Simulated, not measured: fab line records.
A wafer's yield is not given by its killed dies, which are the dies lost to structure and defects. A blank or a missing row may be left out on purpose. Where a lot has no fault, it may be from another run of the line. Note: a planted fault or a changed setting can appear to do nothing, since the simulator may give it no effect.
Which tool is to blame? -- flow gf180mcu -- 24 lots, 72 wafers sampled, at 6 steps of a route of 602

## WHAT THE GAUGES READ, wafer by wafer
GF_M4_THK_MEAS_06: measures by xrf.
lot,measured,on,M4_ALCU_THK (nm)
L074,day 22 12:41,film_metro-01,478 452 455
L075,day 22 19:53,film_metro-01,470 451 457
L076,day 23 05:22,film_metro-02,467 443 444
L077,day 23 14:37,film_metro-04,463 465 463
L078,day 24 00:58,film_metro-02,462 469 472
L079,day 24 11:18,film_metro-04,467 457 461
L080,day 24 23:26,film_metro-04,464 464 472
L081,day 25 01:15,film_metro-04,452 453 457
L082,day 25 16:54,film_metro-04,461 464 458
L083,day 26 04:46,film_metro-02,461 455 463
L084,day 26 07:14,film_metro-04,472 475 466
L085,day 26 13:56,film_metro-02,461 446 459
L086,day 26 17:19,film_metro-02,465 460 461
L087,day 27 07:30,film_metro-01,465 461 468
L088,day 27 12:07,film_metro-02,461 459 453
L089,day 27 18:28,film_metro-04,467 463 460
L090,day 28 04:23,film_metro-01,458 475 460
L091,day 28 08:46,film_metro-04,472 456 468
L092,day 28 13:38,film_metro-01,465 463 465
L093,day 28 23:03,film_metro-01,458 458 457
L094,day 29 05:16,film_metro-04,456 462 471
L095,day 29 08:43,film_metro-04,457 473 455
L096,day 29 15:10,film_metro-04,451 449 458
L097,day 30 02:46,film_metro-02,473 455 464

GF_MIM_THK_MEAS_06.
lot,measured,on,MIM_CVD_05_THK (nm)
L074,day 24 13:21,film_metro-04,42.4 42.6 42.0
L075,day 24 20:35,film_metro-01,41.4 41.7 41.8
L076,day 25 05:00,film_metro-03,41.5 41.8 42.5
L077,day 25 13:55,film_metro-04,41.3 42.0 42.7
L078,day 26 00:07,film_metro-03,41.3 41.3 42.7
L079,day 26 09:56,film_metro-01,42.1 43.0 42.8
L080,day 26 20:58,film_metro-04,41.4 41.4 42.4
L081,day 26 22:13,film_metro-04,41.5 41.6 42.2
L082,day 27 13:41,film_metro-04,41.3 42.2 42.8
L083,day 28 00:13,film_metro-04,41.7 42.7 42.6
L084,day 28 03:01,film_metro-04,42.1 41.7 43.4
L085,day 28 09:39,film_metro-04,41.6 42.9 42.5
L086,day 28 12:42,film_metro-04,41.5 41.4 42.0
L087,day 29 01:56,film_metro-01,41.2 40.9 41.7
L088,day 29 06:26,film_metro-01,41.8 41.4 42.4
L089,day 29 12:05,film_metro-04,41.1 41.8 41.4
L090,day 29 20:40,film_metro-04,42.4 42.2 43.1
L091,day 30 02:02,film_metro-01,41.8 42.1 43.2
L092,day 30 06:35,film_metro-03,41.6 41.2 42.1
L093,day 30 15:05,film_metro-01,42.3 41.7 42.3
L094,day 30 20:38,film_metro-01,41.5 42.7 42.5
L095,day 31 00:32,film_metro-01,42.0 42.5 43.0
L096,day 31 06:17,film_metro-03,41.8 42.5 43.0
L097,day 31 18:20,film_metro-03,42.2 42.9 43.3

## WHICH TOOL RAN EACH LOT (tool, then ch and the chambers of the sampled wafers, then the start)
lot,GF_SALICIDE_SPUTTER_03,GF_M1_SPUTTER_00,GF_M1_SPUTTER_01,GF_MIM_SPUTTER_03
L074,"pvd_sputter-03, day 15 04:19","pvd_sputter-01, day 16 04:23","pvd_sputter-01, day 16 04:29","pvd_sputter-01, day 24 13:13"
L075,"pvd_sputter-04, day 15 11:10","pvd_sputter-02, day 16 10:57","pvd_sputter-02, day 16 11:03","pvd_sputter-04, day 24 20:29"
L076,"pvd_sputter-03, day 15 19:25","pvd_sputter-01, day 16 20:09","pvd_sputter-01, day 16 20:15","pvd_sputter-04, day 25 04:55"
L077,"pvd_sputter-04, day 16 04:14","pvd_sputter-02, day 17 05:40","pvd_sputter-02, day 17 05:46","pvd_sputter-04, day 25 13:49"
L078,"pvd_sputter-03, day 16 14:13","pvd_sputter-04, day 17 15:46","pvd_sputter-04, day 17 15:52","pvd_sputter-02, day 26 00:01"
L079,"pvd_sputter-03, day 17 01:46","pvd_sputter-02, day 18 03:30","pvd_sputter-02, day 18 03:36","pvd_sputter-02, day 26 09:49"
L080,"pvd_sputter-04, day 17 15:22","pvd_sputter-01, day 18 17:36","pvd_sputter-01, day 18 17:42","pvd_sputter-04, day 26 20:52"
L081,"pvd_sputter-04, day 17 17:05","pvd_sputter-04, day 18 18:48","pvd_sputter-04, day 18 18:54","pvd_sputter-04, day 26 22:07"
L082,"pvd_sputter-03, day 18 08:10","pvd_sputter-01, day 19 10:46","pvd_sputter-01, day 19 10:52","pvd_sputter-02, day 27 13:35"
L083,"pvd_sputter-04, day 18 23:38","pvd_sputter-01, day 20 02:35","pvd_sputter-01, day 20 02:41","pvd_sputter-01, day 28 00:07"
L084,"pvd_sputter-01, day 19 01:13","pvd_sputter-04, day 20 04:46","pvd_sputter-04, day 20 04:52","pvd_sputter-04, day 28 02:55"
L085,"pvd_sputter-01, day 19 08:31","pvd_sputter-04, day 20 11:49","pvd_sputter-04, day 20 11:55","pvd_sputter-04, day 28 09:32"
L086,"pvd_sputter-03, day 19 12:37","pvd_sputter-04, day 20 15:11","pvd_sputter-04, day 20 15:17","pvd_sputter-02, day 28 12:37"
L087,"pvd_sputter-03, day 20 06:44","pvd_sputter-01, day 21 08:54","pvd_sputter-01, day 21 09:00","pvd_sputter-01, day 29 01:50"
L088,"pvd_sputter-01, day 20 12:02","pvd_sputter-02, day 21 14:25","pvd_sputter-02, day 21 14:31","pvd_sputter-02, day 29 06:20"
L089,"pvd_sputter-01, day 20 19:51","pvd_sputter-04, day 21 22:47","pvd_sputter-04, day 21 22:53","pvd_sputter-02, day 29 11:59"
L090,"pvd_sputter-01, day 21 06:40","pvd_sputter-04, day 22 09:19","pvd_sputter-04, day 22 09:25","pvd_sputter-04, day 29 20:34"
L091,"pvd_sputter-04, day 21 11:29","pvd_sputter-04, day 22 13:58","pvd_sputter-04, day 22 14:04","pvd_sputter-01, day 30 01:55"
L092,"pvd_sputter-03, day 21 17:37","pvd_sputter-02, day 22 19:33","pvd_sputter-02, day 22 19:39","pvd_sputter-02, day 30 06:29"
L093,"pvd_sputter-04, day 22 05:50","pvd_sputter-04, day 23 07:56","pvd_sputter-04, day 23 08:02","pvd_sputter-02, day 30 14:59"
L094,"pvd_sputter-01, day 22 12:50","pvd_sputter-02, day 23 14:26","pvd_sputter-02, day 23 14:32","pvd_sputter-04, day 30 20:32"
L095,"pvd_sputter-01, day 22 15:37","pvd_sputter-04, day 23 17:38","pvd_sputter-04, day 23 17:44","pvd_sputter-02, day 31 00:26"
L096,"pvd_sputter-04, day 23 03:24","pvd_sputter-04, day 24 04:32","pvd_sputter-04, day 24 04:38","pvd_sputter-01, day 31 06:10"
L097,"pvd_sputter-01, day 23 13:58","pvd_sputter-02, day 24 15:14","pvd_sputter-02, day 24 15:20","pvd_sputter-01, day 31 18:13"
- GF_SALICIDE_SPUTTER_03: material TiN, target thk 20 nm, time 16.7 s.
- GF_M1_SPUTTER_00: material Ti, target thk 37.5 nm, time 150 s.
- GF_M1_SPUTTER_01: material TiN, target thk 30 nm, time 25 s.
- GF_MIM_SPUTTER_03: material Ti, target thk 10 nm, time 6.7 s.

## AS READ BY THE TOOLS THEMSELVES (means over the sampled wafers that have a number; for cases with no such wafer, the mark the record gives instead)
GF_SALICIDE_SPUTTER_03.
lot,tool,throttle_valve_pct (%)
L074,pvd_sputter-03,29.5
L075,pvd_sputter-04,30.5
L076,pvd_sputter-03,29.9
L077,pvd_sputter-04,31.2
L078,pvd_sputter-03,29.7
L079,pvd_sputter-03,29.4
L080,pvd_sputter-04,30.0
L081,pvd_sputter-04,30.3
L082,pvd_sputter-03,29.7
L083,pvd_sputter-04,30.9
L084,pvd_sputter-01,30.5
L085,pvd_sputter-01,30.3
L086,pvd_sputter-03,29.9
L087,pvd_sputter-03,29.7
L088,pvd_sputter-01,30.2
L089,pvd_sputter-01,30.3
L090,pvd_sputter-01,30.4
L091,pvd_sputter-04,30.5
L092,pvd_sputter-03,29.7
L093,pvd_sputter-04,30.3
L094,pvd_sputter-01,30.4
L095,pvd_sputter-01,30.6
L096,pvd_sputter-04,30.7
L097,pvd_sputter-01,30.3

GF_M1_SPUTTER_00.
lot,tool,throttle_valve_pct (%)
L074,pvd_sputter-01,30.9
L075,pvd_sputter-02,29.7
L076,pvd_sputter-01,30.5
L077,pvd_sputter-02,30.7
L078,pvd_sputter-04,29.6
L079,pvd_sputter-02,29.6
L080,pvd_sputter-01,30.3
L081,pvd_sputter-04,30.2
L082,pvd_sputter-01,30.6
L083,pvd_sputter-01,30.6
L084,pvd_sputter-04,30.0
L085,pvd_sputter-04,29.5
L086,pvd_sputter-04,30.3
L087,pvd_sputter-01,30.5
L088,pvd_sputter-02,29.6
L089,pvd_sputter-04,31.0
L090,pvd_sputter-04,29.1
L091,pvd_sputter-04,29.1
L092,pvd_sputter-02,29.6
L093,pvd_sputter-04,30.5
L094,pvd_sputter-02,30.3
L095,pvd_sputter-04,29.9
L096,pvd_sputter-04,30.9
L097,pvd_sputter-02,29.7

GF_M1_SPUTTER_01.
lot,tool,throttle_valve_pct (%)
L074,pvd_sputter-01,30.6
L075,pvd_sputter-02,29.7
L076,pvd_sputter-01,30.4
L077,pvd_sputter-02,30.6
L078,pvd_sputter-04,29.5
L079,pvd_sputter-02,29.6
L080,pvd_sputter-01,30.4
L081,pvd_sputter-04,30.3
L082,pvd_sputter-01,30.7
L083,pvd_sputter-01,30.3
L084,pvd_sputter-04,29.9
L085,pvd_sputter-04,29.6
L086,pvd_sputter-04,30.4
L087,pvd_sputter-01,30.3
L088,pvd_sputter-02,29.5
L089,pvd_sputter-04,30.9
L090,pvd_sputter-04,29.4
L091,pvd_sputter-04,29.1
L092,pvd_sputter-02,29.7
L093,pvd_sputter-04,30.4
L094,pvd_sputter-02,30.6
L095,pvd_sputter-04,30.0
L096,pvd_sputter-04,30.8
L097,pvd_sputter-02,29.7

GF_MIM_SPUTTER_03.
lot,tool,throttle_valve_pct (%)
L074,pvd_sputter-01,30.7
L075,pvd_sputter-04,30.1
L076,pvd_sputter-04,30.3
L077,pvd_sputter-04,29.6
L078,pvd_sputter-02,30.3
L079,pvd_sputter-02,29.7
L080,pvd_sputter-04,30.5
L081,pvd_sputter-04,29.7
L082,pvd_sputter-02,28.8
L083,pvd_sputter-01,30.6
L084,pvd_sputter-04,28.8
L085,pvd_sputter-04,29.7
L086,pvd_sputter-02,30.6
L087,pvd_sputter-01,30.3
L088,pvd_sputter-02,30.3
L089,pvd_sputter-02,29.8
L090,pvd_sputter-04,30.7
L091,pvd_sputter-01,30.3
L092,pvd_sputter-02,28.7
L093,pvd_sputter-02,29.6
L094,pvd_sputter-04,29.8
L095,pvd_sputter-02,29.6
L096,pvd_sputter-01,30.4
L097,pvd_sputter-01,30.8

## THE ANSWER, worked out from the rows above alone
Rule: what is usual is taken from the lots themselves. Put in order of their means at a reading, lots are off if they are a third of the lots or fewer, leave a main group of 4 or more, and stand apart from it by a gap of 3 or more times the standard deviation of the main group's means; of several such gaps the widest counts. Not used: any main group whose means are identical at the precision the tables above print for the reading. A lot without any number at a reading at which 4 lots or more have one is off too. The other lots that the step has rows for count as sound. The gauges are gone through in route order, then the tools' own readings, and for those a lot's mean is taken as printed above. At the first step where some lot is off, the reading lying furthest off is the one used; lots without a number count as furthest.
None of the lots is off at any reading shown; this tells nothing.

## WHAT WAS PUT IN BY THE SIMULATOR
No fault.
